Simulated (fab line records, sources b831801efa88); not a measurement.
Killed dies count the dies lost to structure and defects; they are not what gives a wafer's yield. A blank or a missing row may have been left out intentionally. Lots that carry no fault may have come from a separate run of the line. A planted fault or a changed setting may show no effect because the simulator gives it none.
Which tool did it? || flow sky130 || 39 wafers from 13 lots sampled at 5 of the route's 708 steps

== WHAT EACH GAUGE READ, for each wafer ==
SKY_NWELL_OVL_MEAS_23.
{"lot": "L496", "measured": "day 5 15:57", "on": "overlay-02", "NWELL_01_OVL (nm)": "2.8 0.7 1.2"}
{"lot": "L498", "measured": "day 6 03:07", "on": "overlay-01", "NWELL_01_OVL (nm)": "2.2 0.6 1.8"}
{"lot": "L499", "measured": "day 6 08:58", "on": "overlay-01", "NWELL_01_OVL (nm)": "0.3 -2.2 -0.6"}
{"lot": "L500", "measured": "day 6 23:00", "on": "overlay-02", "NWELL_01_OVL (nm)": "-2.0 -0.9 -2.3"}
{"lot": "L501", "measured": "day 7 02:55", "on": "overlay-02", "NWELL_01_OVL (nm)": "2.0 0.7 0.1"}
{"lot": "L505", "measured": "day 8 03:33", "on": "overlay-02", "NWELL_01_OVL (nm)": "1.5 1.9 0.9"}
{"lot": "L506", "measured": "day 8 09:48", "on": "overlay-01", "NWELL_01_OVL (nm)": "0.6 -0.1 -1.2"}
{"lot": "L509", "measured": "day 9 09:00", "on": "overlay-01", "NWELL_01_OVL (nm)": "0.6 1.1 0.7"}
{"lot": "L512", "measured": "day 9 23:12", "on": "overlay-01", "NWELL_01_OVL (nm)": "-1.1 -0.7 0.2"}
{"lot": "L513", "measured": "day 10 07:40", "on": "overlay-01", "NWELL_01_OVL (nm)": "1.2 -0.4 0.2"}
{"lot": "L514", "measured": "day 10 10:48", "on": "overlay-01", "NWELL_01_OVL (nm)": "-1.2 -1.5 -0.4"}
{"lot": "L516", "measured": "day 10 19:54", "on": "overlay-01", "NWELL_01_OVL (nm)": "0.9 2.1 0.7"}
{"lot": "L517", "measured": "day 11 15:42", "on": "overlay-01", "NWELL_01_OVL (nm)": "-1.8 -0.4 0.1"}

SKY_VT_ADJUST_NCORE_TW_MEAS_11.
{"lot": "L496", "measured": "day 8 23:58", "on": "film-metro-01", "VT_ADJUST_NCORE_TW": "221.6 221.3 222.0"}
{"lot": "L498", "measured": "day 9 12:13", "on": "film-metro-03", "VT_ADJUST_NCORE_TW": "221.2 220.2 221.3"}
{"lot": "L499", "measured": "day 9 20:55", "on": "film-metro-02", "VT_ADJUST_NCORE_TW": "220.3 221.0 220.5"}
{"lot": "L500", "measured": "day 10 11:07", "on": "film-metro-01", "VT_ADJUST_NCORE_TW": "218.7 218.4 220.6"}
{"lot": "L501", "measured": "day 10 16:09", "on": "film-metro-03", "VT_ADJUST_NCORE_TW": "220.5 221.0 219.8"}
{"lot": "L505", "measured": "day 11 21:03", "on": "film-metro-03", "VT_ADJUST_NCORE_TW": "222.3 221.8 221.8"}
{"lot": "L506", "measured": "day 12 04:36", "on": "film-metro-01", "VT_ADJUST_NCORE_TW": "220.1 221.9 221.6"}
{"lot": "L509", "measured": "day 13 07:10", "on": "film-metro-03", "VT_ADJUST_NCORE_TW": "229.7 229.4 229.3"}
{"lot": "L512", "measured": "day 14 01:10", "on": "film-metro-02", "VT_ADJUST_NCORE_TW": "221.4 221.9 221.7"}
{"lot": "L513", "measured": "day 14 10:54", "on": "film-metro-03", "VT_ADJUST_NCORE_TW": "228.0 226.6 227.7"}
{"lot": "L514", "measured": "day 14 16:31", "on": "film-metro-03", "VT_ADJUST_NCORE_TW": "219.8 220.5 219.8"}
{"lot": "L516", "measured": "day 15 02:15", "on": "film-metro-01", "VT_ADJUST_NCORE_TW": "219.2 218.9 219.5"}
{"lot": "L517", "measured": "day 16 00:06", "on": "film-metro-01", "VT_ADJUST_NCORE_TW": "219.1 219.2 217.5"}

SKY_VT_ADJUST_PCH_OVL_MEAS_07.
{"lot": "L496", "measured": "day 10 18:25", "on": "overlay-01", "VT_ADJUST_PCH_OVL (nm)": "-0.3 1.3 0.6"}
{"lot": "L498", "measured": "day 11 08:04", "on": "overlay-02", "VT_ADJUST_PCH_OVL (nm)": "1.2 0.9 1.4"}
{"lot": "L499", "measured": "day 11 19:43", "on": "overlay-01", "VT_ADJUST_PCH_OVL (nm)": "0.0 -1.0 0.4"}
{"lot": "L500", "measured": "day 12 10:07", "on": "overlay-02", "VT_ADJUST_PCH_OVL (nm)": "0.5 0.8 -0.1"}
{"lot": "L501", "measured": "day 12 16:15", "on": "overlay-01", "VT_ADJUST_PCH_OVL (nm)": "-2.2 -1.6 -0.7"}
{"lot": "L505", "measured": "day 13 23:48", "on": "overlay-02", "VT_ADJUST_PCH_OVL (nm)": "1.8 0.6 1.1"}
{"lot": "L506", "measured": "day 14 08:25", "on": "overlay-02", "VT_ADJUST_PCH_OVL (nm)": "2.4 1.4 2.7"}
{"lot": "L509", "measured": "day 15 12:03", "on": "overlay-01", "VT_ADJUST_PCH_OVL (nm)": "-0.9 -2.2 -0.7"}
{"lot": "L512", "measured": "day 16 07:21", "on": "overlay-01", "VT_ADJUST_PCH_OVL (nm)": "0.1 -0.4 -1.6"}
{"lot": "L513", "measured": "day 16 18:01", "on": "overlay-02", "VT_ADJUST_PCH_OVL (nm)": "1.3 -0.3 1.1"}
{"lot": "L514", "measured": "day 16 23:03", "on": "overlay-01", "VT_ADJUST_PCH_OVL (nm)": "-1.3 -1.4 -0.6"}
{"lot": "L516", "measured": "day 17 09:10", "on": "overlay-02", "VT_ADJUST_PCH_OVL (nm)": "0.2 1.9 1.3"}
{"lot": "L517", "measured": "day 18 09:00", "on": "overlay-02", "VT_ADJUST_PCH_OVL (nm)": "1.5 1.7 2.8"}

SKY_VT_ADJUST_PCH_TW_MEAS_10.
{"lot": "L496", "measured": "day 10 18:42", "on": "film-metro-02", "VT_ADJUST_PCH_TW": "143.4 143.4 144.0"}
{"lot": "L498", "measured": "day 11 08:22", "on": "film-metro-04", "VT_ADJUST_PCH_TW": "142.9 142.4 143.3"}
{"lot": "L499", "measured": "day 11 20:02", "on": "film-metro-01", "VT_ADJUST_PCH_TW": "143.0 142.7 142.4"}
{"lot": "L500", "measured": "day 12 10:25", "on": "film-metro-02", "VT_ADJUST_PCH_TW": "143.9 142.6 143.7"}
{"lot": "L501", "measured": "day 12 16:32", "on": "film-metro-02", "VT_ADJUST_PCH_TW": "143.0 143.4 143.8"}
{"lot": "L505", "measured": "day 14 00:05", "on": "film-metro-02", "VT_ADJUST_PCH_TW": "144.8 144.4 144.5"}
{"lot": "L506", "measured": "day 14 08:42", "on": "film-metro-02", "VT_ADJUST_PCH_TW": "145.6 144.3 143.6"}
{"lot": "L509", "measured": "day 15 12:20", "on": "film-metro-01", "VT_ADJUST_PCH_TW": "143.6 142.9 142.7"}
{"lot": "L512", "measured": "day 16 07:38", "on": "film-metro-04", "VT_ADJUST_PCH_TW": "142.5 142.7 143.1"}
{"lot": "L513", "measured": "day 16 18:18", "on": "film-metro-04", "VT_ADJUST_PCH_TW": "144.0 143.0 143.9"}
{"lot": "L514", "measured": "day 16 23:20", "on": "film-metro-01", "VT_ADJUST_PCH_TW": "141.4 142.6 141.5"}
{"lot": "L516", "measured": "day 17 09:27", "on": "film-metro-04", "VT_ADJUST_PCH_TW": "143.0 142.2 142.4"}
{"lot": "L517", "measured": "day 18 09:17", "on": "film-metro-01", "VT_ADJUST_PCH_TW": "142.4 142.6 143.1"}

== WHICH TOOL RAN EACH LOT (tool, then ch and the chambers of the sampled wafers, then the start) ==
{"lot": "L496", "SKY_VT_ADJUST_NCORE_IMPLANT_09": "implanter-04 ch 0, day 8 23:43"}
{"lot": "L498", "SKY_VT_ADJUST_NCORE_IMPLANT_09": "implanter-02 ch 0, day 9 11:59"}
{"lot": "L499", "SKY_VT_ADJUST_NCORE_IMPLANT_09": "implanter-04 ch 0, day 9 20:41"}
{"lot": "L500", "SKY_VT_ADJUST_NCORE_IMPLANT_09": "implanter-04 ch 0, day 10 10:53"}
{"lot": "L501", "SKY_VT_ADJUST_NCORE_IMPLANT_09": "implanter-04 ch 0, day 10 15:54"}
{"lot": "L505", "SKY_VT_ADJUST_NCORE_IMPLANT_09": "implanter-02 ch 0, day 11 20:48"}
{"lot": "L506", "SKY_VT_ADJUST_NCORE_IMPLANT_09": "implanter-02 ch 0, day 12 04:21"}
{"lot": "L509", "SKY_VT_ADJUST_NCORE_IMPLANT_09": "implanter-04 ch 0, day 13 06:55"}
{"lot": "L512", "SKY_VT_ADJUST_NCORE_IMPLANT_09": "implanter-03 ch 0, day 14 00:56"}
{"lot": "L513", "SKY_VT_ADJUST_NCORE_IMPLANT_09": "implanter-04 ch 0, day 14 10:39"}
{"lot": "L514", "SKY_VT_ADJUST_NCORE_IMPLANT_09": "implanter-02 ch 0, day 14 16:16"}
{"lot": "L516", "SKY_VT_ADJUST_NCORE_IMPLANT_09": "implanter-02 ch 0, day 15 02:00"}
{"lot": "L517", "SKY_VT_ADJUST_NCORE_IMPLANT_09": "implanter-02 ch 0, day 15 23:51"}
- SKY_VT_ADJUST_NCORE_IMPLANT_09

== WHAT THE TOOLS THEMSELVES READ (means of the sampled wafers that have a number; where no wafer has one, the mark that the record gives instead) ==
SKY_VT_ADJUST_NCORE_IMPLANT_09.
{"lot": "L496", "tool": "implanter-04", "beam-on-s (s)": 10.14, "end-station-pressure-torr (Torr)": 5.10e-06, "faraday-current-uA": 13.35}
{"lot": "L498", "tool": "implanter-02", "beam-on-s (s)": 9.86, "end-station-pressure-torr (Torr)": 4.79e-06, "faraday-current-uA": 13.72}
{"lot": "L499", "tool": "implanter-04", "beam-on-s (s)": 10.06, "end-station-pressure-torr (Torr)": 5.02e-06, "faraday-current-uA": 13.49}
{"lot": "L500", "tool": "implanter-04", "beam-on-s (s)": 10.03, "end-station-pressure-torr (Torr)": 4.90e-06, "faraday-current-uA": 13.53}
{"lot": "L501", "tool": "implanter-04", "beam-on-s (s)": 10.06, "end-station-pressure-torr (Torr)": 5.19e-06, "faraday-current-uA": 13.45}
{"lot": "L505", "tool": "implanter-02", "beam-on-s (s)": 10.06, "end-station-pressure-torr (Torr)": 4.98e-06, "faraday-current-uA": 13.46}
{"lot": "L506", "tool": "implanter-02", "beam-on-s (s)": 10.05, "end-station-pressure-torr (Torr)": 4.81e-06, "faraday-current-uA": 13.46}
{"lot": "L509", "tool": "implanter-04", "beam-on-s (s)": 11.28, "end-station-pressure-torr (Torr)": 7.78e-05, "faraday-current-uA": 11.72}
{"lot": "L512", "tool": "implanter-03", "beam-on-s (s)": 9.98, "end-station-pressure-torr (Torr)": 5.03e-06, "faraday-current-uA": 13.54}
{"lot": "L513", "tool": "implanter-04", "beam-on-s (s)": 11.14, "end-station-pressure-torr (Torr)": 7.48e-05, "faraday-current-uA": 11.88}
{"lot": "L514", "tool": "implanter-02", "beam-on-s (s)": 9.92, "end-station-pressure-torr (Torr)": 5.03e-06, "faraday-current-uA": 13.64}
{"lot": "L516", "tool": "implanter-02", "beam-on-s (s)": 9.82, "end-station-pressure-torr (Torr)": 5.07e-06, "faraday-current-uA": 13.78}
{"lot": "L517", "tool": "implanter-02", "beam-on-s (s)": 10.11, "end-station-pressure-torr (Torr)": 4.85e-06, "faraday-current-uA": 13.42}

== THE ANSWER, worked out from the rows above alone ==
Rule: usual is defined by the lots themselves. Put in order of their means at a reading, lots are off if they are a third of the lots or fewer, leave a main group of 4 or more, and stand apart from it by a gap of 3 or more times the standard deviation of the main group's means; of several such gaps the widest counts. A main group is skipped when, at the precision printed for the reading in the tables above, its means are all equal. Also off: a lot with no number at a reading for which 4 or more lots have one. The other lots that the step has rows for count as sound. The gauges are gone through in route order, then the tools' own readings, and for those a lot's mean is taken as printed above. The first step at which some lot is off is used, and at that step the reading that is off furthest; a lot without a number counts as furthest.
Off: L509, L513, seen at SKY_VT_ADJUST_NCORE_TW_MEAS_11 (VT_ADJUST_NCORE_TW). The main group: mean 220.5, standard deviation 1.1.
If a tool, at a process step before that reading, ran all the lots that are off and no sound lot after the first of them, it fits. The gauges at SKY_VT_ADJUST_NCORE_TW_MEAS_11 aren't tried: what is off there is off at SKY_VT_ADJUST_NCORE_IMPLANT_09 too, on other tools, and a gauge's error can't cause that. One fits: SKY_VT_ADJUST_NCORE_IMPLANT_09 on implanter-04. Its last sound lot is L501 (day 10 15:54), its first lot that is off L509 (day 13 06:55): a fault that began between those two fits.
The tool's own readings at SKY_VT_ADJUST_NCORE_IMPLANT_09 bear it out: on the lots that are off they differ by more than 5 times the standard deviation of the sound lots' means. beam-on-s reads 11.21 s there against 10.01 s on the sound lots; end-station-pressure-torr reads 7.63e-05 Torr there against 4.98e-06 Torr on the sound lots; faraday-current-uA reads 11.80 there against 13.53 on the sound lots.

== WHAT THE SIMULATOR HAD INSERTED ==
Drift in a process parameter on implanter-04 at SKY_VT_ADJUST_NCORE_IMPLANT_09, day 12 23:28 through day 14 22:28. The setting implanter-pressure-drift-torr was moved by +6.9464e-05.
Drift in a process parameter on implanter-04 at SKY_VT_ADJUST_NCORE_IMPLANT_09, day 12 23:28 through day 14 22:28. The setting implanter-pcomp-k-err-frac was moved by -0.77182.
Lots struck among those shown: L509, L513. The same result came from the rule above.
